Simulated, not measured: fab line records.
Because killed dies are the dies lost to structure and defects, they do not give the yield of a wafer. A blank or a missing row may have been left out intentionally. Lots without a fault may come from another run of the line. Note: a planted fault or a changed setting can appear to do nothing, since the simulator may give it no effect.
Which tool is to blame? + flow sky130 + 13 lots with 39 wafers sampled at 5 steps, on a route of 708 steps

WHAT EACH GAUGE READ, for each wafer
SKY_RES_XHIGH_TW_MEAS_09.
| lot  | measured     | on            | RES_XHIGH_TW   |
|------|--------------|---------------|----------------|
| L710 | day 27 12:01 | film metro-01 | 1625 1626 1634 |
| L712 | day 28 07:37 | film metro-04 | 1661 1659 1661 |
| L714 | day 28 14:22 | film metro-01 | 1656 1644 1644 |
| L716 | day 30 03:07 | film metro-01 | 1636 1635 1629 |
| L718 | day 30 06:01 | film metro-04 | 1643 1646 1651 |
| L717 | day 30 09:40 | film metro-01 | 1630 1626 1632 |
| L719 | day 30 18:22 | film metro-04 | 30 30 30       |
| L725 | day 32 13:17 | film metro-04 | 1654 1657 1647 |
| L728 | day 33 04:16 | film metro-01 | 1641 1635 1637 |
| L729 | day 33 14:08 | film metro-01 | 1653 1646 1650 |
| L727 | day 33 14:37 | film metro-01 | 1646 1638 1647 |
| L730 | day 33 21:25 | film metro-04 | 1638 1636 1650 |
| L731 | day 34 05:22 | film metro-01 | 1621 1635 1633 |

SKY_SD_N_OVL_MEAS_08.
| lot  | measured     | on         | SD_N_OVL (nm)  |
|------|--------------|------------|----------------|
| L710 | day 28 15:45 | overlay-02 | -1.9 -1.1 1.1  |
| L712 | day 29 11:41 | overlay-01 | 0.6 1.4 0.8    |
| L714 | day 29 18:38 | overlay-02 | -0.7 2.1 0.6   |
| L716 | day 31 06:32 | overlay-01 | -0.4 0.0 0.0   |
| L718 | day 31 09:15 | overlay-01 | 0.8 0.4 0.9    |
| L717 | day 31 13:14 | overlay-01 | 0.9 2.2 2.6    |
| L719 | day 31 21:08 | overlay-02 | 1.2 -0.4 0.1   |
| L725 | day 33 15:59 | overlay-01 | 2.6 2.9 -0.4   |
| L728 | day 34 07:14 | overlay-02 | 2.0 1.0 0.2    |
| L729 | day 34 16:38 | overlay-02 | -0.6 0.8 -1.5  |
| L727 | day 34 16:47 | overlay-02 | 0.2 0.6 -1.3   |
| L730 | day 34 23:02 | overlay-01 | 2.3 2.2 2.7    |
| L731 | day 35 07:56 | overlay-02 | -1.3 -2.1 -1.7 |

TOOL THAT RAN EACH LOT (tool first, then ch and the chambers of the sampled wafers, then the start)
| lot  | SKY_POLY_CUT_ETCH_11               | SKY_POLY_CUT_STRIP_12                | SKY_RES_XHIGH_EXPOSE_04             |
|------|------------------------------------|--------------------------------------|-------------------------------------|
| L710 | rie diel-03 ch 1,2,3, day 25 00:58 | plasma asher-02 ch 0,1, day 25 01:02 | iline stepper-02 ch 0, day 26 22:22 |
| L712 | rie diel-02 ch 0,1,3, day 25 21:40 | plasma asher-03 ch 0,1, day 25 21:42 | iline stepper-01 ch 0, day 27 17:46 |
| L714 | rie diel-03 ch 0,2,3, day 26 04:52 | plasma asher-02 ch 0,1, day 26 04:54 | iline stepper-01 ch 0, day 28 00:43 |
| L716 | rie diel-03 ch 1,3, day 27 19:10   | plasma asher-01 ch 0,1, day 27 19:12 | iline stepper-02 ch 0, day 29 14:10 |
| L718 | rie diel-04 ch 0,1,3, day 27 22:37 | plasma asher-01 ch 0,1, day 27 22:41 | iline stepper-02 ch 0, day 29 16:22 |
| L717 | rie diel-03 ch 1,2, day 28 01:52   | plasma asher-02 ch 0,1, day 28 01:56 | iline stepper-02 ch 0, day 29 20:04 |
| L719 | rie diel-03 ch 1,2, day 28 09:37   | plasma asher-03 ch 0,1, day 28 09:39 | iline stepper-02 ch 0, day 30 04:16 |
| L725 | rie diel-03 ch 0,1,2, day 30 05:04 | plasma asher-03 ch 1, day 30 05:06   | iline stepper-02 ch 0, day 31 23:31 |
| L728 | rie diel-04 ch 1,2,3, day 30 22:28 | plasma asher-02 ch 0,1, day 30 22:30 | iline stepper-02 ch 0, day 32 15:12 |
| L729 | rie diel-03 ch 1,2,3, day 31 08:13 | plasma asher-02 ch 0,1, day 31 08:15 | iline stepper-01 ch 0, day 33 00:46 |
| L727 | rie diel-04 ch 0,1,2, day 31 08:50 | plasma asher-03 ch 0,1, day 31 08:53 | iline stepper-02 ch 0, day 33 01:38 |
| L730 | rie diel-02 ch 1,2,3, day 31 14:52 | plasma asher-02 ch 0,1, day 31 14:54 | iline stepper-02 ch 0, day 33 07:50 |
| L731 | rie diel-02 ch 0,2, day 31 22:46   | plasma asher-03 ch 0,1, day 31 22:48 | iline stepper-01 ch 0, day 33 15:20 |
- SKY_POLY_CUT_ETCH_11: etches Si3N4 in CF4/CH2F2/Ar, stops on poly-Si, time 42.5 s, target depth 60 nm.
- SKY_POLY_CUT_STRIP_12: strips in O2/N2.
- SKY_RES_XHIGH_EXPOSE_04: exposes mask URPM, target cd 1270 nm.

WHAT THE TOOLS THEMSELVES READ (means of the sampled wafers that have a number; where no wafer has one, the mark that the record gives instead)
SKY_POLY_CUT_ETCH_11.
| lot  | tool        | drypump motor current A (A) | oes product au (a.u.) | throttle valve pct (%) |
|------|-------------|-----------------------------|-----------------------|------------------------|
| L710 | rie diel-03 | 6.0                         | 0.834                 | 15.001                 |
| L712 | rie diel-02 | 4.9                         | 0.829                 | 14.992                 |
| L714 | rie diel-03 | 5.9                         | 0.831                 | 14.982                 |
| L716 | rie diel-03 | 5.8                         | 0.830                 | 14.999                 |
| L718 | rie diel-04 | 5.5                         | 0.840                 | 14.992                 |
| L717 | rie diel-03 | 6.2                         | 0.828                 | 14.994                 |
| L719 | rie diel-03 | 6.3                         | 0.833                 | 14.998                 |
| L725 | rie diel-03 | 6.1                         | 0.827                 | 15.000                 |
| L728 | rie diel-04 | 5.8                         | 0.825                 | 14.989                 |
| L729 | rie diel-03 | 6.0                         | 0.831                 | 14.993                 |
| L727 | rie diel-04 | 5.6                         | 0.832                 | 14.997                 |
| L730 | rie diel-02 | 5.4                         | 0.836                 | 14.991                 |
| L731 | rie diel-02 | 6.1                         | 0.840                 | 14.998                 |

SKY_POLY_CUT_STRIP_12.
| lot  | tool            | drypump motor current A (A) | oes product au (a.u.) | strip time to endpoint s (s) |
|------|-----------------|-----------------------------|-----------------------|------------------------------|
| L710 | plasma asher-02 | 5.5                         | 0.448                 | 5.352                        |
| L712 | plasma asher-03 | 6.0                         | 0.450                 | 5.336                        |
| L714 | plasma asher-02 | 5.5                         | 0.457                 | 5.396                        |
| L716 | plasma asher-01 | 6.1                         | 0.449                 | 5.372                        |
| L718 | plasma asher-01 | 6.1                         | 0.453                 | 5.356                        |
| L717 | plasma asher-02 | 5.5                         | 0.451                 | 5.376                        |
| L719 | plasma asher-03 | 6.0                         | 0.452                 | 5.366                        |
| L725 | plasma asher-03 | 6.1                         | 0.453                 | 5.359                        |
| L728 | plasma asher-02 | 5.1                         | 0.451                 | 5.352                        |
| L729 | plasma asher-02 | 5.1                         | 0.456                 | 5.367                        |
| L727 | plasma asher-03 | 5.9                         | 0.452                 | 5.374                        |
| L730 | plasma asher-02 | 5.5                         | 0.454                 | 5.378                        |
| L731 | plasma asher-03 | 5.9                         | 0.452                 | 5.361                        |

THE ANSWER, worked out from the rows above alone
Rule: the usual values come from the lots themselves. Put in order of their means at a reading, lots are off if they are a third of the lots or fewer, leave a main group of 4 or more, and stand apart from it by a gap of 3 or more times the standard deviation of the main group's means; of several such gaps the widest counts. The tables above print the reading to a certain number of digits; a main group whose means all agree to those digits is not used. Also off: a lot with no number at a reading for which 4 or more lots have one. Where the step has rows for the other lots, those lots are counted as sound. After the gauges, taken in route order, come the tools' own readings; for these a lot's mean is taken, as printed above. At the first step where some lot is off, the reading lying furthest off is the one used; lots without a number count as furthest.
Off: L719, at SKY_RES_XHIGH_TW_MEAS_09 (RES_XHIGH_TW). Main group: mean 1642, sd 9.8.
A tool fits if, at a process step before that reading, it ran every lot that is off, and no sound lot after the first of them. Those tools and the gauges at SKY_RES_XHIGH_TW_MEAS_09 are tried in the same way. No candidate that was tried fits.

WHAT HAD BEEN PUT IN BY THE SIMULATOR
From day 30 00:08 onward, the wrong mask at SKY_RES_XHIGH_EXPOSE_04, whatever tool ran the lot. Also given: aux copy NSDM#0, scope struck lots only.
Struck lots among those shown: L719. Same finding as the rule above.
